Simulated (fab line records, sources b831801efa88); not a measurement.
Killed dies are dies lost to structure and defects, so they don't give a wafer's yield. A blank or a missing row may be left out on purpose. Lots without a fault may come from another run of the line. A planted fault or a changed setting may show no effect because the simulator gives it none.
fab line records | flow gf180mcu
record lots=5 wafers=15 last_day=33
route steps=602 shown M2@378 V2@382 M3@409
lots that met no fault: from a run of the same line without faults
start_h: hours from the record's first day to the start of the lot's first wafer shown | wait_h: hours since the lot's step before | " the same as in the row above | L1.1+2: a row that stands for several wafers | - no value, or no start given | * or withheld: withheld | < > ~ a bound
route shown NAME@n: a module of which the file shows steps, and the number in the route of the first | usual: mean/standard deviation of fault-free wafers | same: alike in all rows | chamber/n: place in a boat | sites: the reading at each site | _std_site: their standard deviation | _edge_site: outer sites' mean less inner sites' | radius_mm: how far each site lies from the wafer's centre | mask NAME#n: copy n | behind: the tool/chamber that last shaped the wafer | hold: why the lot was held/for how many hours/how that ended | device: the transistor (n, p or np) that didn't switch | end of line: the same wafers' tests at the end of the route | a step without rows: its recipe alone | killed: dies lost to structure and defects at the first sort, not the wafer's yield | map: a wafer's dies, x killed, . not, _ none there
set.NAME: the setting as run; set.NAME@STEP: as run at that earlier step | model.NAME: the simulator's own value behind a step, which no gauge read
lots at some steps of the route; a table a step, a row a wafer
services: from which hour (start_h, from the record's first day; less than 0 if before it) a tool's chamber was out of use, for how many hours, and why
## steps
# step GF_M2_METAL_ETCH_16
# recipe chemistry=Cl2/BCl3 mask_material=KrF target_depth_nm=750.8 stop_on=SiO2 pressure_mtorr=8 icp_w=800 bias_w=140 Cl2_flow_sccm=80 bcl3_flow_sccm=40 time_s=125.1
# usual bcl3_flow_sccm=39.99/0.12 drypump_motor_current_A=5.2/0.37 oes_product_au=0.988/0.0078 throttle_valve_pct=28.231/0.013
# columns lot.wafer tool chamber start_h wait_h bcl3_flow_sccm drypump_motor_current_A oes_product_au rf_hours_counter_h throttle_valve_pct
L077.1 rie_metal-02 0 471.13 0.0 40.04 5.1 0.970 9.1 28.241
L077.3 " 1 " " 39.85 4.8 0.993 - 28.248
L077.6 " 1 " " 39.83 4.8 0.994 - 28.236
L083.2 rie_metal-04 0 516.39 0.0 40.08 5.8 0.997 8.8 28.213
L083.4 " 1 " " 40.04 5.4 0.987 - 28.218
L083.6 " 0 " " 40.11 5.8 0.996 - 28.214
L085.1 rie_metal-02 0 539.47 0.0 39.98 5.1 0.986 10.7 28.243
L085.2 " 1 " " 40.05 4.8 0.990 7.9 28.227
L085.6 " 0 " " 40.07 5.1 0.976 - 28.231
L088.1 rie_metal-03 0 562.42 0.0 40.06 5.0 0.995 12.0 28.222
L088.2 " 1 " " 40.22 5.9 0.995 13.4 28.224
L088.3 " 1 " " 40.05 5.9 0.989 - 28.241
L092.2 rie_metal-02 1 600.99 0.0 39.99 4.8 0.989 9.2 28.223
L092.5 " 1 " " 39.87 4.8 0.996 - 28.240
L092.6 " 0 " " 39.88 5.1 0.980 - 28.243
# step GF_M2_STRIP_17
# recipe chemistry=O2/N2 power_w=1400 pressure_mtorr=1500 platen_temp_c=250 o2_flow_sccm=3000 n2_flow_sccm=300 overash_fraction=0.5
# usual drypump_motor_current_A=5.5/0.62 heater_power_w=350/39 oes_product_au=0.539/0.0055 strip_time_to_endpoint_s=7.40/0.06
# columns lot.wafer tool chamber start_h wait_h drypump_motor_current_A heater_power_w oes_product_au rf_hours_counter_h strip_time_to_endpoint_s
L077.1 plasma_asher-04 0 471.26 0.1 4.6 312 0.544 88 7.48
L077.3 " 1 " " 5.7 400 0.532 - 7.36
L077.6 " 0 " " 4.6 310 0.537 - 7.36
L083.2 plasma_asher-04 0 516.52 0.1 4.6 315 0.538 93 7.31
L083.4 " 1 " " 5.7 429 0.539 - 7.43
L083.6 " 1 " " 5.7 419 0.539 - 7.30
L085.1 plasma_asher-04 1 539.60 0.1 5.7 413 0.548 95 7.47
L085.2 " 0 " " 4.6 316 0.544 95 7.35
L085.6 " 1 " " 5.6 426 0.544 - 7.45
L088.1 plasma_asher-02 1 562.55 0.1 5.9 320 0.534 42 7.36
L088.2 " 0 " " 6.3 323 0.543 42 7.34
L088.3 " 1 " " 5.9 329 0.537 - 7.36
L092.2 plasma_asher-01 0 601.12 0.1 5.9 369 0.533 19 7.39
L092.5 " 0 " " 5.9 372 0.538 - 7.39
L092.6 " 1 " " 4.9 348 0.547 - 7.48
# step GF_M2_STRIP_18
# recipe chemistry=post_etch_residue_remover time_s=1200 temp_c=72.5
# usual bath_heat_duty_pct=14.7/1.7
# columns lot.wafer tool chamber start_h wait_h bath_heat_duty_pct
L077.1 wet_bench-02 3 471.36 0.1 14.9
L077.3 " 3 " " 15.3
L077.6 " 3 " " 14.2
L083.2 wet_bench-01 3 516.62 0.1 14.6
L083.4 " 3 " " 15.4
L083.6 " 3 " " 14.1
L085.1 wet_bench-04 1 539.70 0.1 12.1
L085.2 " 1 " " 12.7
L085.6 " 1 " " 13.2
L088.1 wet_bench-04 0 562.65 0.1 13.5
L088.2 " 0 " " 13.1
L088.3 " 0 " " 12.8
L092.2 wet_bench-01 2 601.22 0.1 16.8
L092.5 " 2 " " 16.8
L092.6 " 2 " " 17.3
# step GF_M2_CLEAN_19
# recipe chemistry=DIW dry=n2_spin
# columns lot.wafer tool chamber start_h wait_h
L077.1+3+6 wet_bench-04 1 471.71 0.0
L083.2+4+6 wet_bench-02 0 516.96 0.0
L085.1+2+6 wet_bench-02 2 540.07 0.0
L088.1+2+3 wet_bench-01 0 563.02 0.0
L092.2+5+6 wet_bench-02 0 601.62 0.0
# step GF_V2_CVD_00
# recipe material=SiO2 target_thk_nm=600 sigma_open_frac=0.3 temp_c=400 time_s=100 sih4_flow_sccm=60 pressure_mtorr=6
# columns lot.wafer tool chamber start_h wait_h
L077.1+3+6 hdpcvd-02 0,1,0 471.80 0.0
L083.2+4+6 hdpcvd-02 1,1,2 517.05 0.0
L085.1+2+6 hdpcvd-02 2,1,0 540.17 0.0
L088.1+2+3 hdpcvd-01 2,1,0 563.11 0.0
L092.2+5+6 hdpcvd-02 1,1,0 601.71 0.0
# step GF_V2_THK_MEAS_01
# recipe reads=SiO2_of_V2_CVD_00
# usual V2_CVD_00_THK=596/6.2
# columns lot.wafer tool chamber start_h wait_h V2_CVD_00_THK[nm]
L077.1 film_metro-01 - 471.87 0.0 595
L077.3 " - " " 586
L077.6 " - " " 583
L083.2 film_metro-02 - 517.13 0.0 597
L083.4 " - " " 591
L083.6 " - " " 585
L085.1 film_metro-02 - 540.25 0.0 601
L085.2 " - " " 609
L085.6 " - " " 602
L088.1 film_metro-04 - 563.19 0.0 599
L088.2 " - " " 611
L088.3 " - " " 600
L092.2 film_metro-02 - 601.80 0.0 603
L092.5 " - " " 597
L092.6 " - " " 600
# step GF_V2_CVD_02
# recipe material=SiO2 target_thk_nm=850 precursor=TEOS temp_c=400 time_s=94.851 rf_w=600
# usual heater_power_outer_w=401/94 heater_power_w=675/130
# columns lot.wafer tool chamber start_h wait_h heater_power_outer_w heater_power_w
L077.1 pecvd-02 0 471.93 0.1 508 849
L077.3 " 2 " " 534 837
L077.6 " 2 " " 580 881
L083.2 pecvd-04 1 517.18 0.0 299 519
L083.4 " 1 " " 321 548
L083.6 " 0 " " 469 749
L085.1 pecvd-02 2 540.31 0.1 500 809
L085.2 " 1 " " 324 587
L085.6 " 1 " " 265 531
L088.1 pecvd-03 2 563.25 0.1 397 696
L088.2 " 1 " " 346 602
L088.3 " 0 " " 395 646
L092.2 pecvd-02 0 601.85 0.0 487 875
L092.5 " 1 " " 323 580
L092.6 " 2 " " 555 860
# step GF_V2_THK_MEAS_03
# recipe reads=SiO2_of_V2_CVD_02
# usual V2_CVD_02_THK=849/11
# columns lot.wafer tool chamber start_h wait_h V2_CVD_02_THK[nm]
L077.1 film_metro-02 - 472.00 0.0 833
L077.3 " - " " 854
L077.6 " - " " 861
L083.2 film_metro-02 - 517.26 0.0 839
L083.4 " - " " 854
L083.6 " - " " 849
L085.1 film_metro-04 - 540.41 0.1 836
L085.2 " - " " 845
L085.6 " - " " 847
L088.1 film_metro-02 - 563.32 0.0 855
L088.2 " - " " 842
L088.3 " - " " 838
L092.2 film_metro-04 - 601.93 0.0 835
L092.5 " - " " 849
L092.6 " - " " 861
# step GF_V2_CMP_04
# recipe material=SiO2 down_force_psi=4 platen_rpm=60 pad_velocity_m_s=0.94248
# usual motor_current_A=11.9/1.2 slurry_flow_ml_min=149.9/0.52 time_to_endpoint_s=79/5.4
# columns lot.wafer tool chamber start_h wait_h motor_current_A slurry_flow_ml_min time_to_endpoint_s
L077.1 cmp-01 3 472.13 0.1 14.5 149.8 70
L077.3 " 0 " " 12.6 149.3 81
L077.6 " 2 " " 12.8 150.4 77
L083.2 cmp-01 1 517.36 0.1 12.6 149.8 78
L083.4 " 2 " " 12.2 149.9 79
L083.6 " 1 " " 12.8 150.2 83
L085.2 cmp-02 0 540.57 0.1 11.8 150.3 80
L085.1 " 1 " " 10.8 149.5 78
L085.6 " 3 " " 9.7 149.3 74
L088.1 cmp-01 3 563.43 0.1 13.6 149.9 78
L088.3 " 0 " " 12.7 149.8 73
L088.2 " 1 " " 11.1 149.8 75
L092.2 cmp-02 1 602.13 0.2 12.0 150.2 75
L092.5 " 2 " " 10.8 149.9 80
L092.6 " 3 " " 9.6 151.0 73
# step GF_V2_BOW_MEAS_05
# recipe mode=bow
# usual V2_BOW=99/8.9
# columns lot.wafer tool chamber start_h wait_h V2_BOW[um]
L077.1 film_metro-01 - 472.48 0.3 102
L077.3 " - " " 91
L077.6 " - " " 95
L083.2 film_metro-02 - 517.63 0.2 115
L083.4 " - " " 92
L083.6 " - " " 102
L085.1 film_metro-04 - 540.77 0.1 106
L085.2 " - " " 116
L085.6 " - " " 105
L088.1 film_metro-04 - 563.68 0.2 112
L088.2 " - " " 107
L088.3 " - " " 105
L092.2 film_metro-02 - 602.30 0.1 103
L092.5 " - " " 106
L092.6 " - " " 93
# step GF_V2_DEHYDRATE_06
# recipe temp_c=200 time_s=60
# usual plate_temp_C=199.94/0.14
# columns lot.wafer tool chamber start_h wait_h plate_temp_C
L077.1 litho_track-04 0 484.28 11.8 199.70
L077.3 " 0 " " 199.92
L077.6 " 0 " " 199.86
L083.2 litho_track-04 0 528.96 11.3 199.83
L083.4 " 0 " " 199.97
L083.6 " 0 " " 199.90
L085.1 litho_track-03 0 551.47 10.7 199.93
L085.2 " 0 " " 200.07
L085.6 " 0 " " 199.87
L088.1 litho_track-03 0 573.87 10.2 199.83
L088.2 " 0 " " 199.90
L088.3 " 0 " " 200.05
L092.2 litho_track-01 0 611.68 9.4 199.85
L092.5 " 0 " " 199.92
L092.6 " 0 " " 200.28
# step GF_V2_HMDS_07
# recipe prime_time_s=60 prime_temp_c=120
# columns lot.wafer tool chamber start_h wait_h
L077.1+3+6 litho_track-04 0 484.43 0.1
L083.2+4+6 litho_track-04 0 529.11 0.1
L085.1+2+6 litho_track-03 0 551.62 0.1
L088.1+2+3 litho_track-03 0 574.02 0.1
L092.2+5+6 litho_track-01 0 611.83 0.1
# step GF_V2_COAT_08
# recipe resist=BARC temp_c=withheld time_s=withheld spin_rpm=withheld resist_thk_nm=withheld
# columns lot.wafer tool chamber start_h wait_h
L077.1+3+6 litho_track-04 0 484.58 0.1
L083.2+4+6 litho_track-04 0 529.26 0.1
L085.1+2+6 litho_track-03 0 551.77 0.1
L088.1+2+3 litho_track-03 0 574.17 0.1
L092.2+5+6 litho_track-01 0 611.98 0.1
# step GF_V2_COAT_09
# recipe resist=KrF spin_rpm=withheld resist_thk_nm=1000
# columns lot.wafer tool chamber start_h wait_h
L077.1+3+6 litho_track-04 0 - -
L083.2+4+6 litho_track-04 0 - -
L085.1+2+6 litho_track-03 0 - -
L088.1+2+3 litho_track-03 0 - -
L092.2+5+6 litho_track-01 0 - -
# step GF_V2_SOFTBAKE_10
# recipe temp_c=130 time_s=58.63 resist=KrF
# usual plate_temp_C=129.98/0.14
# columns lot.wafer tool chamber start_h wait_h plate_temp_C
L077.1 litho_track-04 0 - - 129.88
L077.3 " 0 " " 130.17
L077.6 " 0 " " 129.87
L083.2 litho_track-04 0 - - 129.97
L083.4 " 0 " " 129.73
L083.6 " 0 " " 129.88
L085.1 litho_track-03 0 - - 129.87
L085.2 " 0 " " 130.18
L085.6 " 0 " " 130.07
L088.1 litho_track-03 0 - - 130.18
L088.2 " 0 " " 130.08
L088.3 " 0 " " 130.19
L092.2 litho_track-01 0 - - 130.07
L092.5 " 0 " " 129.99
L092.6 " 0 " " 129.92
# step GF_V2_EXPOSE_11
# recipe mask_id=Via2 target_cd_nm=260 na=0.68 source_shape=conventional sigma_outer=0.6 dose_mj=38
# same sigma_outer=0.6
# columns lot.wafer tool chamber start_h wait_h mask
L077.1+3+6 krf_scanner-02 0 - - Via2#0
L083.2+4+6 krf_scanner-01 0 - - Via2#0
L085.1+2+6 krf_scanner-01 0 - - Via2#0
L088.1+2+3 krf_scanner-01 0 - - Via2#0
L092.2+5+6 krf_scanner-01 0 - - Via2#0
# step GF_V2_PEB_12
# recipe peb_temp_c=135 peb_time_s=90 resist=KrF
# usual plate_temp_C=135.02/0.14
# columns lot.wafer tool chamber start_h wait_h plate_temp_C
L077.1 litho_track-03 0 - - 135.10
L077.3 " 0 " " 134.90
L077.6 " 0 " " 134.94
L083.2 litho_track-01 0 - - 135.02
L083.4 " 0 " " 135.05
L083.6 " 0 " " 134.94
L085.1 litho_track-04 0 - - 134.87
L085.2 " 0 " " 134.80
L085.6 " 0 " " 135.09
L088.1 litho_track-03 0 - - 135.24
L088.2 " 0 " " 135.33
L088.3 " 0 " " 135.12
L092.2 litho_track-01 0 - - 135.18
L092.5 " 0 " " 134.93
L092.6 " 0 " " 135.20
# step GF_V2_DEVELOP_13
# recipe develop_time_s=60 resist=KrF dev_temp_c=21
# columns lot.wafer tool chamber start_h wait_h
L077.1+3+6 litho_track-03 0 495.72 0.2
L083.2+4+6 litho_track-01 0 541.14 0.2
L085.1+2+6 litho_track-04 0 563.08 0.2
L088.1+2+3 litho_track-03 0 585.41 0.2
L092.2+5+6 litho_track-01 0 622.68 0.2
# step GF_V2_CD_MEAS_14
# recipe target_cd_nm=260
# usual cd_nm=259.7/1.2
# columns lot.wafer tool chamber start_h wait_h cd_nm
L077.1 cd_sem-01 - 495.87 0.1 259.7
L077.3 " - " " 260.3
L077.6 " - " " 261.7
L083.2 cd_sem-01 - 541.28 0.1 259.5
L083.4 " - " " 259.6
L083.6 " - " " 259.5
L085.1 cd_sem-02 - 563.23 0.1 260.8
L085.2 " - " " 260.7
L085.6 " - " " 260.2
L088.1 cd_sem-02 - 585.56 0.1 260.3
L088.2 " - " " 259.8
L088.3 " - " " 260.6
L092.2 cd_sem-01 - 622.83 0.1 259.3
L092.5 " - " " 260.9
L092.6 " - " " 260.1
# step GF_V2_OVL_MEAS_15
# usual V2_OVL=0/5.4
# columns lot.wafer tool chamber start_h wait_h V2_OVL[nm]
L077.1 overlay-02 - 495.99 0.1 -7
L077.3 " - " " -1
L077.6 " - " " 0
L083.2 overlay-02 - 541.39 0.1 8
L083.4 " - " " 0
L083.6 " - " " 8
L085.1 overlay-02 - 563.35 0.1 3
L085.2 " - " " -2
L085.6 " - " " -6
L088.1 overlay-02 - 585.68 0.1 -8
L088.2 " - " " -8
L088.3 " - " " -4
L092.2 overlay-02 - 622.94 0.1 6
L092.5 " - " " -5
L092.6 " - " " 10
# step GF_V2_ETCH_16
# recipe chemistry=N2/H2 target_depth_a=withheld overetch_a=withheld time_s=withheld target=BARC ion_energy_ev=200 source_w=500 bias_w=100 pressure_mtorr=30 n2_flow_sccm=100 h2_flow_sccm=200
# usual drypump_motor_current_A=5.9/0.35 oes_product_au=0.854/0.0049 throttle_valve_pct=13.226/0.0087
# columns lot.wafer tool chamber start_h wait_h drypump_motor_current_A oes_product_au throttle_valve_pct
L077.1 rie_diel-04 3 496.02 0.0 5.5 0.856 13.219
L077.3 " 0 " " 5.8 0.865 13.216
L077.6 " 0 " " 5.8 0.855 13.212
L083.2 rie_diel-03 0 541.42 0.0 6.1 0.859 13.230
L083.4 " 2 " " 6.8 0.849 13.229
L083.6 " 0 " " 6.0 0.844 13.213
L085.1 rie_diel-01 3 563.39 0.0 5.3 0.852 13.220
L085.2 " 1 " " 6.3 0.858 13.227
L085.6 " 2 " " 6.3 0.851 13.224
L088.1 rie_diel-03 0 585.72 0.0 6.1 0.855 13.229
L088.2 " 1 " " 6.1 0.863 13.216
L088.3 " 3 " " 5.5 0.849 13.232
L092.2 rie_diel-04 0 622.97 0.0 5.8 0.856 13.232
L092.5 " 3 " " 5.5 0.849 13.214
L092.6 " 2 " " 5.9 0.859 13.226
# step GF_V2_ETCH_17
# recipe chemistry=C4F8/O2/Ar mask_material=KrF target=SiO2 stop_on=TiN source_w=1500 bias_w=1200 pressure_mtorr=40 c4f8_flow_sccm=withheld O2_flow_sccm=6 Ar_flow_sccm=300 time_s=withheld target_depth_a=6300
# usual oes_product_au=0.855/0.0045
# columns lot.wafer tool chamber start_h wait_h oes_product_au
L077.1 rie_diel-04 3 - - 0.857
L077.3 " 0 " " 0.857
L077.6 " 0 " " 0.856
L083.2 rie_diel-03 0 - - 0.860
L083.4 " 2 " " 0.856
L083.6 " 0 " " 0.859
L085.1 rie_diel-01 3 - - 0.862
L085.2 " 1 " " 0.860
L085.6 " 2 " " 0.849
L088.1 rie_diel-03 0 - - 0.857
L088.2 " 1 " " 0.851
L088.3 " 3 " " 0.856
L092.2 rie_diel-04 0 - - 0.855
L092.5 " 3 " " 0.853
L092.6 " 2 " " 0.849
# step GF_V2_STRIP_18
# recipe chemistry=O2/N2 power_w=1400 pressure_mtorr=1500 platen_temp_c=250 o2_flow_sccm=3000 n2_flow_sccm=300 overash_fraction=0.5
# usual drypump_motor_current_A=5.6/0.53 heater_power_w=336/24 oes_product_au=0.593/0.0054
# columns lot.wafer tool chamber start_h wait_h drypump_motor_current_A heater_power_w oes_product_au rf_hours_counter_h
L077.1 plasma_asher-02 1 496.15 - 5.9 327 0.595 35
L077.3 " 0 " " 6.3 323 0.603 -
L077.6 " 1 " " 5.9 328 0.588 -
L083.2 plasma_asher-02 0 541.55 - 6.3 331 0.587 40
L083.4 " 0 " " 6.3 317 0.580 -
L083.6 " 0 " " 6.3 326 0.593 -
L085.1 plasma_asher-01 0 563.52 - 5.9 359 0.596 14
L085.2 " 1 " " 4.9 342 0.587 14
L085.6 " 0 " " 5.9 372 0.599 -
L088.1 plasma_asher-02 0 585.85 - 6.4 327 0.594 44
L088.2 " 1 " " 5.9 325 0.593 44
L088.3 " 0 " " 6.3 333 0.592 -
L092.2 plasma_asher-02 0 623.09 - 6.3 333 0.599 48
L092.5 " 1 " " 5.9 326 0.585 -
L092.6 " 0 " " 6.3 329 0.597 -
# step GF_V2_STRIP_19
# recipe chemistry=post_etch_residue_remover time_s=1200 temp_c=72.5
# usual bath_heat_duty_pct=14.6/1.9
# columns lot.wafer tool chamber start_h wait_h bath_heat_duty_pct
L077.1 wet_bench-02 3 496.25 0.1 14.8
L077.3 " 3 " " 14.5
L077.6 " 3 " " 14.3
L083.2 wet_bench-02 0 541.65 0.1 14.9
L083.4 " 0 " " 15.1
L083.6 " 0 " " 15.5
L085.1 wet_bench-01 2 563.62 0.1 17.7
L085.2 " 2 " " 17.9
L085.6 " 2 " " 15.6
L088.1 wet_bench-03 2 585.95 0.1 13.5
L088.2 " 2 " " 13.4
L088.3 " 2 " " 13.9
L092.2 wet_bench-02 1 623.19 0.1 15.9
L092.5 " 1 " " 15.2
L092.6 " 1 " " 15.0
# step GF_V2_CLEAN_20
# recipe chemistry=DIW dry=n2_spin
# columns lot.wafer tool chamber start_h wait_h
L077.1+3+6 wet_bench-01 0 496.59 0.0
L083.2+4+6 wet_bench-01 3 541.99 0.0
L085.1+2+6 wet_bench-02 3 563.96 0.0
L088.1+2+3 wet_bench-01 3 586.29 0.0
L092.2+5+6 wet_bench-03 1 623.60 0.0
# step GF_V2_SPUTTER_21
# recipe material=Ti target_thk_nm=15 chamber_pressure_pa=5 power_w=2500 substrate_temp_c=200 time_s=80.02
# usual throttle_valve_pct=30.3/1
# columns lot.wafer tool chamber start_h wait_h throttle_valve_pct
L077.1 pvd_sputter-02 - 496.68 0.0 28.1
L077.3 " - " " 30.6
L077.6 " - " " 28.2
L083.2 pvd_sputter-03 - 542.09 0.0 30.1
L083.4 " - " " 31.9
L083.6 " - " " 29.5
L085.1 pvd_sputter-03 - 564.05 0.0 31.7
L085.2 " - " " 29.5
L085.6 " - " " 30.6
L088.1 pvd_sputter-03 - 586.39 0.0 31.7
L088.2 " - " " 29.6
L088.3 " - " " 30.8
L092.2 pvd_sputter-03 - 623.70 0.0 31.8
L092.5 " - " " 31.9
L092.6 " - " " 29.5
# step GF_V2_SPUTTER_22
# recipe material=TiN target_thk_nm=10 chamber_pressure_pa=5 power_w=4000 time_s=40
# usual throttle_valve_pct=30.2/1
# columns lot.wafer tool chamber start_h wait_h throttle_valve_pct
L077.1 pvd_sputter-02 - 496.75 0.0 28.3
L077.3 " - " " 30.4
L077.6 " - " " 28.3
L083.2 pvd_sputter-03 - 542.15 0.0 29.9
L083.4 " - " " 31.7
L083.6 " - " " 29.8
L085.1 pvd_sputter-03 - 564.11 0.0 31.5
L085.2 " - " " 29.6
L085.6 " - " " 30.4
L088.1 pvd_sputter-03 - 586.45 0.0 31.5
L088.2 " - " " 29.5
L088.3 " - " " 30.9
L092.2 pvd_sputter-03 - 623.76 0.0 31.9
L092.5 " - " " 31.9
L092.6 " - " " 29.5
# step GF_V2_CVD_23
# recipe material=W target_thk_nm=350 time_s=104.94 temp_c=400 pressure_torr=40
# usual heater_power_outer_w=522/58 heater_power_w=796/55
# columns lot.wafer tool chamber start_h wait_h heater_power_outer_w heater_power_w
L077.1 cvd_w-01 0 496.78 0.0 446 705
L077.3 " 0 " " 444 705
L077.6 " 0 " " 438 713
L083.2 cvd_w-02 0 542.19 0.0 473 758
L083.4 " 1 " " 558 815
L083.6 " 1 " " 565 813
L085.1 cvd_w-02 1 564.15 0.0 559 818
L085.2 " 1 " " 556 817
L085.6 " 1 " " 574 818
L088.1 cvd_w-02 1 586.49 0.0 549 803
L088.2 " 0 " " 481 751
L088.3 " 0 " " 473 766
L092.2 cvd_w-01 1 623.84 0.1 607 856
L092.5 " 1 " " 596 866
L092.6 " 1 " " 603 870
# step GF_V2_RS_MEAS_24
# recipe thk_meas_gauge=four-point-probe reads=W_of_V2_CVD_23+TiN_of_V2_SPUTTER_22+Ti_of_V2_SPUTTER_21
# usual V2_W_RS=0.328/0.0035
# columns lot.wafer tool chamber start_h wait_h V2_W_RS[ohm/sq]
L077.1 film_metro-01 - 496.90 0.1 0.333
L077.3 " - " " 0.335
L077.6 " - " " 0.333
L083.2 film_metro-04 - 542.32 0.1 0.321
L083.4 " - " " 0.324
L083.6 " - " " 0.327
L085.1 film_metro-04 - 564.37 0.2 0.328
L085.2 " - " " 0.326
L085.6 " - " " 0.328
L088.1 film_metro-04 - 586.60 0.1 0.324
L088.2 " - " " 0.326
L088.3 " - " " 0.325
L092.2 film_metro-02 - 624.05 0.2 0.327
L092.5 " - " " 0.326
L092.6 " - " " 0.321
# step GF_V2_THK_MEAS_25
# recipe thk_meas_gauge=xrf reads=W_of_V2_CVD_23
# usual V2_W_THK=355/7.1
# columns lot.wafer tool chamber start_h wait_h V2_W_THK[nm]
L077.1 film_metro-01 - 497.02 0.1 341
L077.3 " - " " 339
L077.6 " - " " 341
L083.2 film_metro-04 - 542.43 0.1 362
L083.4 " - " " 357
L083.6 " - " " 355
L085.1 film_metro-04 - 564.49 0.1 358
L085.2 " - " " 362
L085.6 " - " " 358
L088.1 film_metro-04 - 586.72 0.1 361
L088.2 " - " " 359
L088.3 " - " " 361
L092.2 film_metro-02 - 624.16 0.1 362
L092.5 " - " " 359
L092.6 " - " " 368
# step GF_V2_CMP_26
# recipe stop_on=SiO2 down_force_psi=3.5 platen_rpm=60 t_overpolish_s=15 target_thk_nm=0 pad_velocity_m_s=0.94248
# usual motor_current_A=10.6/1.1 overpolish_run_s=15.001/0.0078 slurry_flow_ml_min=150.0/0.42 time_to_endpoint_s=85/3.8
# same t_overpolish_s=15
# columns lot.wafer tool chamber start_h wait_h motor_current_A overpolish_run_s slurry_flow_ml_min time_to_endpoint_s
L077.3 cmp-02 3 497.13 0.1 9.2 14.990 149.6 85
L077.1 " 0 " " 11.3 15.015 150.0 87
L077.6 " 2 " " 9.6 15.006 149.2 89
L083.4 cmp-02 1 542.48 0.0 10.8 14.991 150.4 89
L083.2 " 3 " " 9.3 15.012 149.5 82
L083.6 " 2 " " 9.5 14.999 150.2 89
L085.2 cmp-01 3 564.65 0.1 12.3 14.998 150.1 84
L085.1 " 0 " " 12.2 15.001 150.5 84
L085.6 " 2 " " 11.6 14.998 150.2 81
L088.2 cmp-02 2 586.83 0.1 9.5 15.002 149.3 86
L088.3 " 3 " " 9.1 14.995 150.3 80
L088.1 " 0 " " 11.2 14.996 150.7 84
L092.2 cmp-01 3 624.36 0.2 12.5 14.988 150.5 81
L092.5 " 0 " " 11.4 15.007 150.2 82
L092.6 " 1 " " 10.7 14.989 150.0 83
# step GF_M3_SPUTTER_00
# recipe material=Ti target_thk_nm=37.5 arriving_ion_energy_ev=80 substrate_temp_c=200 chamber_pressure_pa=2 power_w=4000 time_s=150
# usual throttle_valve_pct=30.0/0.84
# columns lot.wafer tool chamber start_h wait_h throttle_valve_pct
L077.1 pvd_sputter-01 - 497.38 0.1 30.2
L077.3 " - " " 29.8
L077.6 " - " " 30.3
L083.2 pvd_sputter-01 - 542.78 0.1 29.6
L083.4 " - " " 30.2
L083.6 " - " " 29.9
L085.1 pvd_sputter-03 - 564.85 0.1 29.6
L085.2 " - " " 29.5
L085.6 " - " " 29.5
L088.1 pvd_sputter-02 - 587.08 0.1 28.1
L088.2 " - " " 29.8
L088.3 " - " " 30.8
L092.2 pvd_sputter-02 - 624.51 0.1 30.6
L092.5 " - " " 29.6
L092.6 " - " " 29.5
# step GF_M3_SPUTTER_01
# recipe material=TiN target_thk_nm=30 power_w=6500 time_s=25 chamber_pressure_pa=0.4
# usual throttle_valve_pct=30.0/0.84
# columns lot.wafer tool chamber start_h wait_h throttle_valve_pct
L077.1 pvd_sputter-01 - 497.48 0.1 30.3
L077.3 " - " " 29.7
L077.6 " - " " 30.3
L083.2 pvd_sputter-01 - 542.88 0.1 29.7
L083.4 " - " " 30.3
L083.6 " - " " 30.2
L085.1 pvd_sputter-03 - 564.95 0.1 30.0
L085.2 " - " " 29.5
L085.6 " - " " 29.5
L088.1 pvd_sputter-02 - 587.18 0.1 28.2
L088.2 " - " " 29.3
L088.3 " - " " 30.7
L092.2 pvd_sputter-02 - 624.61 0.1 30.6
L092.5 " - " " 29.2
L092.6 " - " " 29.7
# step GF_M3_SPUTTER_02
# recipe material=AlCu target_thk_nm=450 power_w=10600 time_s=23.9 chamber_pressure_pa=0.4
# usual throttle_valve_pct=30.0/0.83
# columns lot.wafer tool chamber start_h wait_h throttle_valve_pct
L077.1 pvd_sputter-01 - 497.51 0.0 30.1
L077.3 " - " " 29.3
L077.6 " - " " 30.0
L083.2 pvd_sputter-01 - 542.91 0.0 29.3
L083.4 " - " " 30.2
L083.6 " - " " 29.9
L085.1 pvd_sputter-03 - 564.98 0.0 29.8
L085.2 " - " " 29.6
L085.6 " - " " 29.7
L088.1 pvd_sputter-02 - 587.21 0.0 28.0
L088.2 " - " " 29.6
L088.3 " - " " 30.5
L092.2 pvd_sputter-02 - 624.64 0.0 30.4
L092.5 " - " " 29.3
L092.6 " - " " 29.6
# step GF_M3_SPUTTER_03
# recipe material=Ti target_thk_nm=10 substrate_temp_c=300 chamber_pressure_pa=0.3 power_w=3000 time_s=6.7
# usual throttle_valve_pct=30.0/0.82
# columns lot.wafer tool chamber start_h wait_h throttle_valve_pct
L077.1 pvd_sputter-01 - 497.54 0.0 30.4
L077.3 " - " " 29.6
L077.6 " - " " 30.0
L083.2 pvd_sputter-01 - 542.94 0.0 29.6
L083.4 " - " " 30.0
L083.6 " - " " 30.3
L085.1 pvd_sputter-03 - 565.01 0.0 29.7
L085.2 " - " " 29.5
L085.6 " - " " 29.5
L088.1 pvd_sputter-02 - 587.24 0.0 28.2
L088.2 " - " " 30.0
L088.3 " - " " 30.8
L092.2 pvd_sputter-02 - 624.67 0.0 30.4
L092.5 " - " " 29.1
L092.6 " - " " 29.4
# step GF_M3_SPUTTER_04
# recipe material=TiN target_thk_nm=50 power_w=6500 time_s=41.7 chamber_pressure_pa=0.4
# usual throttle_valve_pct=30.0/0.85
# columns lot.wafer tool chamber start_h wait_h throttle_valve_pct
L077.1 pvd_sputter-01 - 497.56 0.0 30.3
L077.3 " - " " 29.8
L077.6 " - " " 30.2
L083.2 pvd_sputter-01 - 542.96 0.0 29.6
L083.4 " - " " 30.0
L083.6 " - " " 30.2
L085.1 pvd_sputter-03 - 565.03 0.0 29.6
L085.2 " - " " 29.5
L085.6 " - " " 29.4
L088.1 pvd_sputter-02 - 587.26 0.0 28.1
L088.2 " - " " 29.3
L088.3 " - " " 30.3
L092.2 pvd_sputter-02 - 624.69 0.0 30.6
L092.5 " - " " 29.1
L092.6 " - " " 29.7
## services
# columns tool chamber start_h hours kind
krf_scanner-01 - 453.14 1.0 pm
hdpcvd-02 - 453.37 0.4 repair
krf_scanner-01 - 466.53 1.1 repair
rie_diel-04 2 467.02 3.8 repair
cmp-02 - 467.25 0.6 repair
wet_bench-02 - 468.18 1.9 pm
krf_scanner-01 - 482.13 3.6 repair
rie_diel-04 3 515.18 3.4 repair
rie_diel-03 - 516.03 2.9 repair
rie_diel-04 - 522.27 2.8 pm
rie_diel-04 1 530.63 3.7 repair
rie_diel-04 1 540.16 7.1 repair
cmp-02 - 554.24 6.2 pm
krf_scanner-01 - 557.04 0.6 repair
cmp-01 - 558.74 4.3 repair
cmp-02 - 564.15 0.5 repair
cmp-02 - 572.24 4.0 pm
krf_scanner-01 - 577.07 0.8 pm
plasma_asher-02 - 579.02 3.4 repair
krf_scanner-01 - 579.04 2.8 repair
krf_scanner-01 - 586.23 5.9 repair
krf_scanner-01 - 593.11 1.3 pm
cmp-02 - 611.73 11.3 pm
rie_diel-03 0 621.30 22.8 repair
## key
fault none
